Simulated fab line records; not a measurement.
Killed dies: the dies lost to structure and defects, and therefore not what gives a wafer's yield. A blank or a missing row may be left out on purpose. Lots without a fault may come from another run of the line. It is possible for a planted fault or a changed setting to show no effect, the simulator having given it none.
Struck lot and sound lot, side by side || flow sky130 || 37 steps out of a route of 708
Sound: these wafers, L606.3, L606.4, L606.5. Wafers struck: L596.2, L596.3, L596.6. At the end, the cause is stated.
Order at every step that has rows: each side's tool, ch and its chambers, its first start. Under that, the readings that differ: sound wafers || struck wafers || difference of the means || sigmas: that difference in standard deviations of wafers without a fault.
alike: readings whose means differ by less than 2 such deviations, and words and numbers that are the same on both sides. not compared: withheld readings, readings that some wafer has no value for, bounds like >300 that may hide the same value, and numbers for which the record gives no deviation and whose values overlap.
The two part at a step that has a row with sigmas, a row that says differs or no value, or rows on one side only. Numbers that don't overlap but have no deviation are shown without sigmas and don't part them. A reading that every wafer of one side lacks parts them only if that side has two wafers or more.

first, 10 steps without rows for these wafers: SKY_LDD_LDN_SOFTBAKE_03 (time 60 s); SKY_LDD_LDN_EXPOSE_04 (exposes mask LDNTM, target cd 700 nm); SKY_LDD_LDN_PEB_05; SKY_LDD_LDN_DEVELOP_06 (develop time 60 s); SKY_LDD_LDN_IMPLANT_08; SKY_LDD_LDN_IMPLANT_09; SKY_LDD_LDN_IMPLANT_10; SKY_LDD_LDN_IMPLANT_11; SKY_LDD_LDN_STRIP_12 (strips in O2/N2); SKY_LDD_LDN_CLEAN_14 (cleans in SC1/SC2, time 150 s).
SKY_SPACER_CVD_00: deposits Si3N4 from DCS/NH3, target thk 43.1 nm, time 740 s.
  sound on lpcvd-02 ch 1, day 30 13:46; struck on lpcvd-02 ch 1, day 27 11:23
{"reading": "model.Si3N4_of_SPACER_CVD_00.thk-nm (nm)", "sound": "43.68 43.73 43.57", "struck": "26.25 25.99 26.2", "difference": -17.51, "sigmas": ""}
SKY_SPACER_THK_MEAS_01:
  sound on film-metro-03, day 30 14:59; struck on film-metro-03, day 27 12:50
{"reading": "SPACER_CVD_00_THK (nm)", "sound": "43.7 43.7 43.6", "struck": "26.2 26.0 26.2", "difference": -17.5, "sigmas": -40}
  not compared: hold
SKY_SPACER_ETCHBACK_02: etches Si3N4 in CH3F/O2, stops on SiO2, time 46.7 s, target depth 45 nm.
  sound on rie-diel-03 ch 0,1,2, day 30 15:01; struck on rie-diel-02 ch 0,3, day 27 16:33
{"reading": "hold", "sound": "- - -", "struck": "await-dispo/3.7h/release await-dispo/3.7h/release await-dispo/3.7h/release", "difference": "no value on the sound wafers", "sigmas": ""}
{"reading": "oes-product-au (a.u.)", "sound": "0.862 0.866 0.855", "struck": "0.665 0.664 0.671", "difference": -0.194, "sigmas": -29}
{"reading": "throttle-valve-pct (%)", "sound": "10.580 10.564 10.558", "struck": "10.543 10.545 10.542", "difference": -0.024, "sigmas": -3}
{"reading": "model.etch.depth-nm (nm)", "sound": "43.68 43.73 43.57", "struck": "26.25 25.99 26.2", "difference": -17.51, "sigmas": ""}
  alike: O2_flow_sccm, drypump-motor-current-A
  not compared: rf-hours-counter-h
then, 22 steps without rows for these wafers: SKY_POLY_CUT_DEHYDRATE_00 (time 60 s); SKY_POLY_CUT_HMDS_01 (prime time 60 s); SKY_POLY_CUT_COAT_02 (resist thk 60 nm); SKY_POLY_CUT_COAT_03 (resist thk 450 nm); SKY_POLY_CUT_SOFTBAKE_04 (time 90 s); SKY_POLY_CUT_EXPOSE_05 (exposes mask NPCM, target cd 270 nm); SKY_POLY_CUT_PEB_06; SKY_POLY_CUT_DEVELOP_07 (develop time 60 s); SKY_POLY_CUT_ETCH_10 (etches BARC in N2/H2, stops on SiO2, time 45.9 s, target depth 60 nm); SKY_POLY_CUT_ETCH_11 (etches Si3N4 in CF4/CH2F2/Ar, stops on poly-Si, time 42.5 s, target depth 60 nm); SKY_POLY_CUT_STRIP_12 (strips in O2/N2); SKY_SD_P_DEHYDRATE_00 (time 60 s); SKY_SD_P_HMDS_01 (prime time 60 s); SKY_SD_P_COAT_02 (resist thk 1140 nm); SKY_SD_P_SOFTBAKE_03 (time 60 s); SKY_SD_P_EXPOSE_04 (exposes mask PSDM, target cd 380 nm); SKY_SD_P_PEB_05; SKY_SD_P_DEVELOP_06 (develop time 60 s); SKY_SD_P_IMPLANT_09; SKY_SD_P_STRIP_10 (strips in O2/N2); SKY_RES_XHIGH_DEHYDRATE_00 (time 60 s); SKY_RES_XHIGH_HMDS_01 (prime time 60 s).
-- the record jumps here: 5 days lie between the struck wafers' starts before and after (it left off in module RES_XHIGH and takes up again in module SALICIDE, whose first step shown is number 361 of the route) --
SKY_SALICIDE_CLEAN_00: cleans in HF-last, time 30 s.
  sound on wet-bench-03 ch 1, day 35 02:51; struck on wet-bench-02 ch 0, day 32 05:52
{"reading": "model.Si3N4_of_SPACER_CVD_00.thk-nm (nm)", "sound": "42.71 42.77 42.6", "struck": "25.28 25.03 25.23", "difference": -17.51, "sigmas": ""}
-- the record jumps here: 17 days lie between the struck wafers' starts before and after (it left off in module SALICIDE and takes up again in module PAD_OPEN, whose first step shown is number 708 of the route) --
SKY_PAD_OPEN_PROBE_99:
  sound on prober-01, day 50 15:16; struck on prober-01, day 48 19:22
{"reading": "killed-short", "sound": "32 34 27", "struck": "41 43 49", "difference": "+13", "sigmas": "+2"}
{"reading": "model.etest.pfet_01v8.r-on-ohm-um", "sound": "2977 3008 3002", "struck": "2370 2332 2369", "difference": -639, "sigmas": ""}
{"reading": "model.etest.pfet-g5v0d10v5.r-on-ohm-um", "sound": "4824 4825 4821", "struck": "4624 4599 4682", "difference": -188, "sigmas": ""}
{"reading": "model.etest.nfet-g5v0d10v5.r-on-ohm-um", "sound": "1926 1926 1904", "struck": "1810 1799 1809", "difference": -113, "sigmas": ""}
{"reading": "model.etest.sonos-uncharged.r-on-ohm-um", "sound": "806.6 822.1 809.6", "struck": "714.8 708 714.2", "difference": -100.4, "sigmas": ""}
{"reading": "model.etest.res-pdiff.line-ohm-um", "sound": "1330 1392 1360", "struck": "1301 1303 1302", "difference": -59, "sigmas": ""}
{"reading": "model.etest.nfet_01v8_lvt.drive-ua-um", "sound": "580.7 561.2 583.9", "struck": "616.2 619.3 609.6", "difference": "+39.8", "sigmas": ""}
{"reading": "model.etest.pfet_01v8.drive-ua-um", "sound": "184.9 184.2 186", "struck": "245.8 252.3 245.5", "difference": "+62.8", "sigmas": ""}
  alike: killed_at_M0_to_M3, killed_at_M4_up, killed-at-contacts, killed-at-front-end, killed-at-other, killed-dies, killed-open
  not compared: model.etest.sram-nfet-pass.drive-ua-um

WHERE THEY PART
Last at SKY_PAD_OPEN_PROBE_99 as far as this record goes, first at SKY_SPACER_THK_MEAS_01.

WHY: what had been put in by the simulator
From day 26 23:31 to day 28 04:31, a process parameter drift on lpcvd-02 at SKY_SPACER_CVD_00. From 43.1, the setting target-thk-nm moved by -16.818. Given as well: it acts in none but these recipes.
